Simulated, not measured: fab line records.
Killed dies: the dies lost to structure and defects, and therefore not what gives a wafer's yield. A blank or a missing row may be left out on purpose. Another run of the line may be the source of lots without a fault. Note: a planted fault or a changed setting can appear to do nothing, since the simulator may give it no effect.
fab line records    flow sky130
record: lots: 14  wafers: 42  lastDay: 50
route steps=708 shown FIELD_ISO@14 VT_ADJUST_HVTP@95 VT_ADJUST_LVTN@106 POLY_GATE@228 METAL2@484
lots that met no fault: taken from a fault-free run of the same line
startH: start of the lot's first displayed wafer, in hours after the record's first day    waitH: how many hours have passed since the lot's step before this one    " as in the row above    L1.1+2: a single row standing in for several wafers    - value missing, or start not given    * or withheld: withheld    < > ~ a bound
route shown NAME@n: NAME is a module with steps in the file, n the number in the route of the first one    usual: mean and standard deviation over wafers with no fault    same: alike in all rows    chamber/n: place in a boat    sites: each site's reading    _std_site: standard deviation of those values    _edge_site: outer sites' mean less inner sites'    radiusMm: for every site, how far away it sits from the centre of the wafer    mask NAME#n: copy n    behind: tool/chamber where the wafer was last shaped    hold: the reason the lot was held/the length of the hold in hours/how it ended    device: whichever transistor did not switch (one of n, p or np)    end of line: at the end of the route, the tests of the same wafers    where a step has no rows: the recipe by itself    killed: count of dies lost to structure and defects at first sort (not the wafer's yield)    map: per-die view of a wafer (x killed, . not killed, _ where there is no die)
set.NAME: the setting the step ran with; set.NAME@STEP: the setting that earlier step ran with    model.NAME: the simulator's own value behind a step, which no gauge read
the route's steps for a sample of lots (tables are steps, rows are wafers)
services: a tool's chamber out of use, with start hour (startH, from the record's first day; less than 0 if before it), hours out, and reason
== steps ==
step: SKY_FIELD_ISO_CD_MEAS_13
recipe: targetCdNm: 150
usual: cdNm: 150.1/1.6
lot.wafer  tool      chamber  startH  waitH  cdNm
L283.1     cdSem-01  -        28.39   -      149.7
L283.5     "         -        "       "      150.1
L283.6     "         -        "       "      149.6
L284.2     cdSem-02  -        33.48   -      150.1
L284.4     "         -        "       "      150.9
L284.6     "         -        "       "      149.2
L285.1     cdSem-02  -        39.14   -      148.2
L285.4     "         -        "       "      148.2
L285.6     "         -        "       "      148.9
L286.2     cdSem-01  -        44.37   -      151.3
L286.5     "         -        "       "      150.4
L286.6     "         -        "       "      150.3
L287.1     cdSem-02  -        51.75   -      150.3
L287.2     "         -        "       "      148.9
L287.6     "         -        "       "      150.5
L289.3     cdSem-02  -        62.04   -      152.5
L289.4     "         -        "       "      150.7
L289.5     "         -        "       "      152.2
L290.3     cdSem-01  -        66.00   -      151.7
L290.4     "         -        "       "      151.0
L290.5     "         -        "       "      150.8
L291.1     cdSem-01  -        69.40   -      148.9
L291.2     "         -        "       "      148.7
L291.5     "         -        "       "      148.4
L292.2     cdSem-01  -        74.77   -      150.3
L292.5     "         -        "       "      149.2
L292.6     "         -        "       "      150.0
L293.1     cdSem-01  -        81.49   -      151.7
L293.2     "         -        "       "      152.7
L293.3     "         -        "       "      152.5
L302.2     cdSem-02  -        129.18  -      149.4
L302.3     "         -        "       "      151.3
L302.6     "         -        "       "      151.0
L304.1     cdSem-01  -        139.29  -      150.7
L304.3     "         -        "       "      151.6
L304.5     "         -        "       "      150.1
L305.2     cdSem-02  -        143.43  -      151.4
L305.3     "         -        "       "      150.7
L305.5     "         -        "       "      151.5
L306.2     cdSem-02  -        147.27  -      148.9
L306.4     "         -        "       "      150.1
L306.5     "         -        "       "      147.8
step: SKY_VT_ADJUST_HVTP_STRIP_10
recipe: chemistry: O2/N2  powerW: 1400  pressureMtorr: 1500  platenTempC: withheld  o2FlowSccm: 3000  n2FlowSccm: 300  overashFraction: 0.5
usual: chamberPressureMTorr: 1499.9/1.3  drypumpMotorCurrentA: 5.6/0.5  oesProductAu: 0.715/0.0041  stripTimeToEndpointS: 14.18/0.042
lot.wafer  tool            chamber  startH  waitH  chamberPressureMTorr  drypumpMotorCurrentA  oesProductAu  rfHoursCounterH  stripTimeToEndpointS
L283.1     plasmaAsher-04  0        120.50  0.1    1500.3                5.3                   0.712         42               14.19
L283.5     "               0        "       "      1499.4                5.3                   0.713         -                14.17
L283.6     "               1        "       "      1501.3                5.5                   0.713         -                14.18
L284.2     plasmaAsher-04  1        125.15  0.1    1498.5                5.4                   0.721         43               14.23
L284.4     "               0        "       "      1498.6                5.2                   0.715         -                14.20
L284.6     "               0        "       "      1498.7                5.2                   0.721         -                14.22
L285.1     plasmaAsher-04  1        133.52  0.1    1499.1                5.5                   0.714         44               14.24
L285.4     "               0        "       "      1502.0                5.3                   0.713         -                14.26
L285.6     "               1        "       "      1500.4                5.5                   0.716         -                14.27
L286.2     plasmaAsher-04  0        141.20  0.1    1498.7                5.3                   0.709         45               14.20
L286.5     "               1        "       "      1498.9                5.5                   0.717         -                14.16
L286.6     "               0        "       "      1496.8                5.3                   0.726         -                14.18
L287.1     plasmaAsher-02  1        147.92  0.1    1499.6                6.2                   0.721         34               14.21
L287.2     "               0        "       "      1498.6                5.9                   0.716         34               14.22
L287.6     "               0        "       "      1499.2                5.9                   0.713         -                14.11
L289.3     plasmaAsher-04  1        159.53  0.1    1497.7                5.5                   0.715         -                14.19
L289.4     "               0        "       "      1499.6                5.3                   0.714         -                14.19
L289.5     "               0        "       "      1499.1                5.3                   0.717         -                14.21
L290.3     plasmaAsher-04  0        163.63  0.1    1500.9                5.3                   0.719         -                14.14
L290.4     "               1        "       "      1502.3                5.5                   0.720         -                14.14
L290.5     "               0        "       "      1500.8                5.3                   0.724         -                14.16
L291.1     plasmaAsher-04  1        170.40  0.1    1501.7                5.5                   0.720         47               14.15
L291.2     "               0        "       "      1500.3                5.3                   0.713         47               14.22
L291.5     "               1        "       "      1502.5                5.5                   0.712         -                14.19
L292.2     plasmaAsher-04  1        177.24  0.1    -                     -                     -             -                -
L292.5     "               0        "       "      -                     -                     -             -                -
L292.6     "               1        "       "      -                     -                     -             -                -
L293.1     plasmaAsher-01  1        183.60  0.1    -                     -                     -             -                -
L293.2     "               0        "       "      -                     -                     -             -                -
L293.3     "               0        "       "      -                     -                     -             -                -
L302.2     plasmaAsher-04  1        241.47  0.1    1500.3                5.5                   0.711         54               14.19
L302.3     "               0        "       "      1499.0                5.3                   0.717         -                14.16
L302.6     "               1        "       "      1499.9                5.4                   0.722         -                14.19
L304.1     plasmaAsher-01  0        256.65  0.1    1500.2                6.5                   0.714         14               14.22
L304.3     "               1        "       "      1498.8                5.0                   0.713         -                14.17
L304.5     "               1        "       "      1500.6                5.0                   0.716         -                14.18
L305.2     plasmaAsher-04  1        264.35  0.1    1500.7                5.5                   0.716         57               14.21
L305.3     "               1        "       "      1500.6                5.5                   0.714         -                14.21
L305.5     "               0        "       "      1500.0                5.3                   0.713         -                14.20
L306.2     plasmaAsher-01  0        269.17  0.1    1499.6                6.6                   0.717         15               14.21
L306.4     "               1        "       "      1499.9                4.9                   0.712         -                14.16
L306.5     "               0        "       "      1501.0                6.6                   0.718         -                14.21
step: SKY_VT_ADJUST_LVTN_STRIP_09
recipe: chemistry: O2/N2  powerW: 1400  pressureMtorr: 1500  platenTempC: withheld  o2FlowSccm: 3000  n2FlowSccm: 300  overashFraction: 0.5
usual: chamberPressureMTorr: 1499.9/1.4  drypumpMotorCurrentA: 5.8/0.66  oesProductAu: 0.723/0.0048  stripTimeToEndpointS: 36.91/0.097
lot.wafer  tool            chamber  startH  waitH  chamberPressureMTorr  drypumpMotorCurrentA  oesProductAu  rfHoursCounterH  stripTimeToEndpointS
L283.1     plasmaAsher-03  0        139.83  0.1    1500.6                6.1                   0.718         47               36.97
L283.5     "               0        "       "      1502.1                6.0                   0.727         -                36.93
L283.6     "               1        "       "      1498.6                6.6                   0.721         -                37.00
L284.2     plasmaAsher-04  0        143.79  0.1    1499.5                5.3                   0.721         45               36.99
L284.4     "               1        "       "      1500.5                5.5                   0.723         -                37.05
L284.6     "               0        "       "      1500.4                5.3                   0.728         -                36.92
L285.1     plasmaAsher-03  0        153.29  0.1    1500.4                6.0                   0.735         49               37.05
L285.4     "               1        "       "      1499.7                6.6                   0.723         -                36.86
L285.6     "               1        "       "      1497.9                6.6                   0.725         -                36.97
L286.2     plasmaAsher-01  1        160.99  0.1    1499.6                4.9                   0.727         4                36.87
L286.5     "               0        "       "      1499.0                6.5                   0.725         -                36.86
L286.6     "               1        "       "      1498.5                5.0                   0.721         -                36.84
L287.1     plasmaAsher-01  0        167.79  0.1    1498.7                6.5                   0.725         5                36.90
L287.2     "               1        "       "      1500.3                5.0                   0.722         5                36.89
L287.6     "               1        "       "      1499.6                5.0                   0.724         -                36.92
L289.3     plasmaAsher-01  1        179.97  0.1    1501.9                4.9                   0.723         -                37.03
L289.4     "               0        "       "      1500.9                6.6                   0.717         -                36.98
L289.5     "               1        "       "      1499.0                4.9                   0.725         -                36.96
L290.3     plasmaAsher-03  1        184.21  0.1    1499.7                6.7                   0.724         -                37.08
L290.4     "               0        "       "      1500.3                6.0                   0.722         -                37.06
L290.5     "               0        "       "      1496.8                6.0                   0.720         -                37.05
L291.1     plasmaAsher-01  1        191.53  0.1    1499.0                4.9                   0.715         7                37.00
L291.2     "               0        "       "      1500.4                6.5                   0.727         7                37.01
L291.5     "               0        "       "      1501.5                6.5                   0.721         -                36.89
L292.2     plasmaAsher-01  1        198.53  0.1    1500.8                4.9                   0.724         8                53.62
L292.5     "               0        "       "      1500.1                6.5                   0.730         -                53.70
L292.6     "               1        "       "      1499.9                5.0                   0.736         -                53.70
L293.1     plasmaAsher-03  0        204.59  0.1    1499.6                6.0                   0.721         53               53.75
L293.2     "               1        "       "      1502.5                6.6                   0.724         53               53.81
L293.3     "               0        "       "      1500.2                6.1                   0.729         -                53.78
L302.2     plasmaAsher-04  1        265.63  0.1    1500.1                5.5                   0.718         57               36.88
L302.3     "               0        "       "      1500.8                5.3                   0.727         -                36.93
L302.6     "               0        "       "      1498.3                5.3                   0.722         -                36.86
L304.1     plasmaAsher-04  0        280.50  0.1    1498.6                5.3                   0.733         58               36.93
L304.3     "               1        "       "      1498.5                5.5                   0.722         -                36.83
L304.5     "               1        "       "      1500.1                5.5                   0.724         -                36.89
L305.2     plasmaAsher-01  1        288.73  0.1    1500.3                5.0                   0.722         17               36.73
L305.3     "               1        "       "      1499.7                5.0                   0.721         -                36.73
L305.5     "               1        "       "      1499.9                4.9                   0.725         -                36.71
L306.2     plasmaAsher-04  1        293.73  0.1    1498.3                5.5                   0.716         59               36.93
L306.4     "               1        "       "      1497.5                5.5                   0.726         -                36.91
L306.5     "               1        "       "      1499.4                5.5                   0.723         -                36.96
step: SKY_VT_ADJUST_LVTN_TW_MEAS_10
usual: VT_ADJUST_LVTN_TW: 240.4/2.9
lot.wafer  tool          chamber  startH  waitH  VT_ADJUST_LVTN_TW
L283.1     filmMetro-04  -        139.93  0.1    242.6
L283.5     "             -        "       "      242.9
L283.6     "             -        "       "      242.7
L284.2     filmMetro-01  -        143.90  0.1    237.0
L284.4     "             -        "       "      237.7
L284.6     "             -        "       "      237.9
L285.1     filmMetro-02  -        153.39  0.1    236.3
L285.4     "             -        "       "      236.8
L285.6     "             -        "       "      237.6
L286.2     filmMetro-04  -        161.10  0.1    243.4
L286.5     "             -        "       "      243.8
L286.6     "             -        "       "      243.4
L287.1     filmMetro-01  -        167.89  0.1    238.6
L287.2     "             -        "       "      238.3
L287.6     "             -        "       "      238.8
L289.3     filmMetro-04  -        180.06  0.1    243.8
L289.4     "             -        "       "      246.1
L289.5     "             -        "       "      245.2
L290.3     filmMetro-01  -        184.30  0.1    237.1
L290.4     "             -        "       "      237.7
L290.5     "             -        "       "      238.9
L291.1     filmMetro-01  -        191.63  0.1    237.8
L291.2     "             -        "       "      236.7
L291.5     "             -        "       "      237.5
L292.2     filmMetro-02  -        198.64  0.1    29.6
L292.5     "             -        "       "      29.5
L292.6     "             -        "       "      29.6
L293.1     filmMetro-04  -        204.69  0.1    30.2
L293.2     "             -        "       "      30.3
L293.3     "             -        "       "      30.1
L302.2     filmMetro-04  -        265.74  0.1    242.9
L302.3     "             -        "       "      242.5
L302.6     "             -        "       "      241.6
L304.1     filmMetro-04  -        280.60  0.1    241.9
L304.3     "             -        "       "      242.6
L304.5     "             -        "       "      242.0
L305.2     filmMetro-01  -        288.84  0.1    237.5
L305.3     "             -        "       "      237.6
L305.5     "             -        "       "      237.9
L306.2     filmMetro-01  -        293.84  0.1    237.3
L306.4     "             -        "       "      236.0
L306.5     "             -        "       "      237.2
step: SKY_POLY_GATE_OVL_MEAS_14
usual: POLY_GATE_OVL: 1/5.7
lot.wafer  tool        chamber  startH  waitH  POLY_GATE_OVL[nm]
L283.1     overlay-01  -        363.81  0.1    -4
L283.5     "           -        "       "      5
L283.6     "           -        "       "      -5
L284.2     overlay-01  -        368.17  0.1    6
L284.4     "           -        "       "      -2
L284.6     "           -        "       "      -1
L285.1     overlay-02  -        379.01  0.1    -6
L285.4     "           -        "       "      1
L285.6     "           -        "       "      -2
L286.2     overlay-02  -        395.69  0.1    9
L286.5     "           -        "       "      8
L286.6     "           -        "       "      3
L287.1     overlay-02  -        402.23  0.1    3
L287.2     "           -        "       "      5
L287.6     "           -        "       "      9
L289.3     overlay-02  -        417.97  0.1    -4
L289.4     "           -        "       "      0
L289.5     "           -        "       "      -1
L290.3     overlay-01  -        425.72  0.1    -1
L290.4     "           -        "       "      1
L290.5     "           -        "       "      1
L291.1     overlay-02  -        438.33  0.1    9
L291.2     "           -        "       "      -5
L291.5     "           -        "       "      -1
L292.2     overlay-02  -        445.77  0.1    11
L292.5     "           -        "       "      2
L292.6     "           -        "       "      9
L293.1     overlay-02  -        458.16  0.1    1
L293.2     "           -        "       "      1
L293.3     "           -        "       "      0
L302.2     overlay-02  -        541.07  0.1    2
L302.3     "           -        "       "      0
L302.6     "           -        "       "      -2
L304.1     overlay-01  -        557.86  0.1    3
L304.3     "           -        "       "      5
L304.5     "           -        "       "      9
L305.2     overlay-02  -        569.34  0.1    7
L305.3     "           -        "       "      11
L305.5     "           -        "       "      8
L306.2     overlay-02  -        574.77  0.1    2
L306.4     "           -        "       "      -2
L306.5     "           -        "       "      0
step: SKY_METAL2_SPUTTER_01
recipe: material: TiN  targetThkNm: 20  powerW: 6500  timeS: 16.7  chamberPressurePa: 0.4
usual: throttleValvePct: 30.0/0.67
lot.wafer  tool           chamber  startH  waitH  throttleValvePct
L283.1     pvdSputter-02  -        786.27  0.0    29.7
L283.5     "              -        "       "      30.0
L283.6     "              -        "       "      29.7
L284.2     pvdSputter-01  -        789.15  0.0    30.1
L284.4     "              -        "       "      29.2
L284.6     "              -        "       "      30.2
L285.1     pvdSputter-04  -        800.06  0.0    29.7
L285.4     "              -        "       "      31.8
L285.6     "              -        "       "      29.2
L286.2     pvdSputter-02  -        815.50  0.0    29.6
L286.5     "              -        "       "      29.8
L286.6     "              -        "       "      29.8
L287.1     pvdSputter-04  -        821.24  0.0    29.5
L287.2     "              -        "       "      29.1
L287.6     "              -        "       "      31.2
L289.3     pvdSputter-01  -        837.96  0.0    30.0
L289.4     "              -        "       "      29.8
L289.5     "              -        "       "      29.9
L290.3     pvdSputter-04  -        847.42  0.0    29.8
L290.4     "              -        "       "      31.3
L290.5     "              -        "       "      31.8
L291.1     pvdSputter-01  -        853.59  0.0    30.1
L291.2     "              -        "       "      30.6
L291.5     "              -        "       "      29.4
L292.2     pvdSputter-02  -        857.47  0.0    30.2
L292.5     "              -        "       "      29.8
L292.6     "              -        "       "      30.0
L293.1     pvdSputter-01  -        868.77  0.0    29.0
L293.2     "              -        "       "      29.9
L293.3     "              -        "       "      30.6
L302.2     pvdSputter-01  -        935.66  0.0    29.9
L302.3     "              -        "       "      29.2
L302.6     "              -        "       "      30.0
L304.1     pvdSputter-01  -        950.29  0.0    30.0
L304.3     "              -        "       "      30.0
L304.5     "              -        "       "      30.4
L305.2     pvdSputter-01  -        959.29  0.0    30.3
L305.3     "              -        "       "      30.2
L305.5     "              -        "       "      30.3
L306.2     pvdSputter-01  -        962.86  0.0    29.2
L306.4     "              -        "       "      29.9
L306.5     "              -        "       "      30.0
== services ==
tool            chamber  startH  hours  kind
plasmaAsher-01  -        108.75  9.0    pm
pvdSputter-01   -        147.77  3.2    repair
plasmaAsher-03  -        155.52  1.0    repair
pvdSputter-01   -        180.87  1.1    repair
plasmaAsher-03  -        187.46  2.8    pm
plasmaAsher-01  -        294.21  2.9    repair
plasmaAsher-03  -        313.73  1.2    repair
plasmaAsher-04  -        362.96  6.6    repair
plasmaAsher-03  -        370.19  6.8    repair
plasmaAsher-03  -        395.60  14.6   pm
plasmaAsher-03  -        421.25  9.0    pm
plasmaAsher-01  -        421.54  2.8    pm
plasmaAsher-01  -        565.19  33.9   repair
plasmaAsher-04  -        617.20  2.8    pm
plasmaAsher-03  -        637.83  1.7    repair
pvdSputter-01   -        649.31  1.0    repair
pvdSputter-01   -        653.00  2.2    repair
plasmaAsher-04  -        683.06  0.6    repair
plasmaAsher-04  -        725.56  2.1    repair
plasmaAsher-04  -        733.75  9.0    pm
plasmaAsher-01  -        784.87  1.8    repair
pvdSputter-01   -        802.57  3.0    repair
pvdSputter-01   -        829.93  3.7    repair
plasmaAsher-04  -        876.47  6.3    repair
== key ==
firstSign: step: SKY_VT_ADJUST_HVTP_STRIP_10  reading: toolRecord  direction: missing
effect: step: SKY_VT_ADJUST_LVTN_STRIP_09  reading: stripTimeToEndpointS  direction: up  sigmas: 99+  usual: *  struck: *
effect: step: SKY_VT_ADJUST_LVTN_TW_MEAS_10  reading: VT_ADJUST_LVTN_TW  direction: down  sigmas: 74  usual: 240.4  struck: 29.9
metAt SKY_VT_ADJUST_HVTP_STRIP_10
struckLots L292,L293
sortLeftOut L292.2,L292.5,L292.6,L293.1,L293.2,L293.3
testerLeftOut L292,L293
notActingAt SKY_FIELD_ISO_CD_MEAS_13,SKY_POLY_GATE_OVL_MEAS_14,SKY_METAL2_SPUTTER_01
onsetBetween 170.40 177.24
fault: kind: skippedStepWhole  tool: plasmaAsher-01,plasmaAsher-04  chamber: -  onsetH: 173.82  steps: SKY_VT_ADJUST_HVTP_STRIP_10  scope: struckLotsOnly
testerLeftOut: of these lots the tester's yield and bins aren't shown, on N5 and GAA mostly nor the transistor test; their killed dies are dies lost to structure and defects alone, not to doping, threshold or leakage, so they don't give the yield
sortLeftOut: the simulated sort isn't trusted on such a fault, so these wafers' sort isn't shown, and their yield isn't known
